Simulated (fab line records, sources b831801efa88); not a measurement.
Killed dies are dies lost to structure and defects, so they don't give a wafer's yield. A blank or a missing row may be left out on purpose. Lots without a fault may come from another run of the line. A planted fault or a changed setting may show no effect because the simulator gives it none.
Which tool did it? | flow sky130 | 12 lots, 36 wafers sampled, at 4 steps of a route of 708

WHAT THE GAUGES READ, wafer by wafer
SKY_FIELD_ISO_THK_MEAS_23. Usual: FIELD_ISO_OXIDATION_01_THK 10.06 nm, standard deviation 0.18.
lot  | measured    | on            | FIELD_ISO_OXIDATION_01_THK (nm) | flag
L946 | day 2 19:44 | film_metro-03 | 10.18 10.08 10.00               |
L947 | day 2 22:55 | film_metro-01 | 10.05 10.06 10.11               |
L948 | day 3 02:52 | film_metro-03 | 10.18 10.19 10.10               |
L951 | day 3 19:10 | film_metro-02 | 10.30 10.41 10.25               |
L952 | day 4 02:22 | film_metro-02 | 10.20 10.12 10.03               |
L954 | day 4 11:28 | film_metro-02 | 9.97 9.83 9.85                  |
L956 | day 5 00:20 | film_metro-01 | 10.39 10.27 10.27               |
L957 | day 5 03:53 | film_metro-02 | 10.04 9.85 9.89                 |
L962 | day 6 07:43 | film_metro-02 | 10.19 10.36 10.17               |
L964 | day 6 16:47 | film_metro-02 | 9.95 9.99 10.05                 |
L965 | day 6 21:46 | film_metro-03 | 10.17 10.36 10.29               |
L967 | day 7 11:33 | film_metro-01 | 10.22 10.24 10.14               |

SKY_VT_ADJUST_PCH_TW_MEAS_10. Usual: VT_ADJUST_PCH_TW 144.0, standard deviation 0.69.
lot  | measured     | on            | VT_ADJUST_PCH_TW  | flag
L946 | day 11 02:46 | film_metro-03 | 143.1 143.5 143.8 |
L947 | day 11 08:07 | film_metro-01 | 144.0 143.6 144.3 |
L948 | day 11 13:39 | film_metro-03 | 143.9 143.6 142.1 |
L951 | day 12 14:53 | film_metro-04 | 144.6 144.9 144.2 |
L952 | day 13 07:05 | film_metro-04 | 142.5 143.5 143.7 |
L954 | day 13 16:04 | film_metro-03 | 143.9 143.2 143.4 |
L956 | day 14 09:55 | film_metro-01 | 144.3 144.8 144.8 |
L957 | day 14 20:22 | film_metro-03 | 144.1 143.2 142.7 |
L962 | day 16 05:58 | film_metro-04 | 134.4 136.3 135.0 | OFF
L964 | day 16 19:31 | film_metro-04 | 134.5 134.4 134.5 | OFF
L965 | day 17 16:09 | film_metro-04 | 144.4 143.5 144.0 |
L967 | day 18 09:04 | film_metro-03 | 144.2 143.6 143.7 |

SKY_SD_P_OVL_MEAS_08. Usual: SD_P_OVL 0.2 nm, standard deviation 1.4.
lot  | measured     | on         | SD_P_OVL (nm)  | flag
L946 | day 26 01:32 | overlay-01 | -1.6 0.3 -0.4  |
L947 | day 26 13:45 | overlay-01 | 1.5 1.1 0.9    |
L948 | day 26 18:53 | overlay-02 | -2.3 -1.0 0.2  |
L951 | day 28 03:17 | overlay-02 | -1.1 1.2 0.1   |
L952 | day 28 22:50 | overlay-02 | 0.0 -2.9 -0.8  |
L954 | day 29 01:53 | overlay-01 | -0.4 -0.4 -0.9 |
L956 | day 29 17:59 | overlay-01 | 2.7 0.6 0.6    |
L957 | day 30 10:24 | overlay-02 | -1.4 0.0 -1.6  |
L962 | day 31 18:44 | overlay-02 | -1.4 -2.5 -3.4 |
L964 | day 32 07:47 | overlay-02 | 0.6 1.0 1.7    |
L965 | day 32 23:27 | overlay-01 | -1.2 -0.4 -0.6 |
L967 | day 33 17:38 | overlay-02 | 0.2 0.7 0.3    |

WHICH TOOL RAN EACH LOT (tool, then ch and the chambers of the sampled wafers, then the start)
lot  | SKY_VT_ADJUST_PCH_IMPLANT_08
L946 | implanter-04 ch 0, day 11 02:32
L947 | implanter-01 ch 0, day 11 07:53
L948 | implanter-04 ch 0, day 11 13:24
L951 | implanter-03 ch 0, day 12 14:38
L952 | implanter-03 ch 0, day 13 06:50
L954 | implanter-03 ch 0, day 13 15:49
L956 | implanter-03 ch 0, day 14 09:40
L957 | implanter-04 ch 0, day 14 20:07
L962 | implanter-01 ch 0, day 16 05:43
L964 | implanter-01 ch 0, day 16 19:16
L965 | implanter-03 ch 0, day 17 15:54
L967 | implanter-03 ch 0, day 18 08:51
- SKY_VT_ADJUST_PCH_IMPLANT_08

WHAT THE TOOLS THEMSELVES READ (means of the sampled wafers that have a number; where no wafer has one, the mark that the record gives instead)
SKY_VT_ADJUST_PCH_IMPLANT_08. Usual: dose_ions_cm2 5e+11, standard deviation 5.1e+08; faraday_current_uA 2.81, standard deviation 0.052.
lot  | tool         | dose_ions_cm2 | faraday_current_uA | flag
L946 | implanter-04 | 5e+11         | 2.83               |
L947 | implanter-01 | 5e+11         | 2.80               |
L948 | implanter-04 | 5e+11         | 2.83               |
L951 | implanter-03 | 5e+11         | 2.80               |
L952 | implanter-03 | 5e+11         | 2.80               |
L954 | implanter-03 | 5e+11         | 2.85               |
L956 | implanter-03 | 5e+11         | 2.84               |
L957 | implanter-04 | 5e+11         | 2.85               |
L962 | implanter-01 | 4e+11         | 2.17               | OFF
L964 | implanter-01 | 4e+11         | 2.23               | OFF
L965 | implanter-03 | 5e+11         | 2.87               |
L967 | implanter-03 | 5e+11         | 2.80               |

THE ANSWER, worked out from the rows above alone
Rule: a lot is off if the mean of its wafers that have a number lies more than 3 standard deviations from the usual mean. A lot without any number at a reading at which 4 lots or more have one is off too. The other lots that the step has rows for count as sound. The gauges are gone through in route order, then the tools' own readings, and for those a lot's mean is taken as printed above. The first step at which some lot is off is used, and at that step the reading that is off furthest; a lot without a number counts as furthest.
Off: L962, L964, at SKY_VT_ADJUST_PCH_TW_MEAS_10 (VT_ADJUST_PCH_TW).
A tool fits if, at a process step before that reading, it ran every lot that is off, and no sound lot after the first of them. The gauges at SKY_VT_ADJUST_PCH_TW_MEAS_10 aren't tried: what is off there is off at SKY_VT_ADJUST_PCH_IMPLANT_08 too, on other tools, and a gauge's error can't cause that. One fits: implanter-01 at SKY_VT_ADJUST_PCH_IMPLANT_08. Its last sound lot is L947 (day 11 07:53), its first lot that is off L962 (day 16 05:43): a fault that began between those two fits.
The tool's own readings at SKY_VT_ADJUST_PCH_IMPLANT_08 bear it out: on the lots that are off they differ by more than 5 times the standard deviation of the sound lots' means. dose_ions_cm2 reads 4e+11 there against 5e+11 on the sound lots; faraday_current_uA reads 2.20 there against 2.83 on the sound lots.

WHAT THE SIMULATOR HAD PUT IN
Process parameter drift: implanter-01, from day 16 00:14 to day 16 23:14, at SKY_VT_ADJUST_PCH_IMPLANT_08. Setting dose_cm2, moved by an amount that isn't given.
Lots struck among those shown: L962, L964. The rule above found the same.
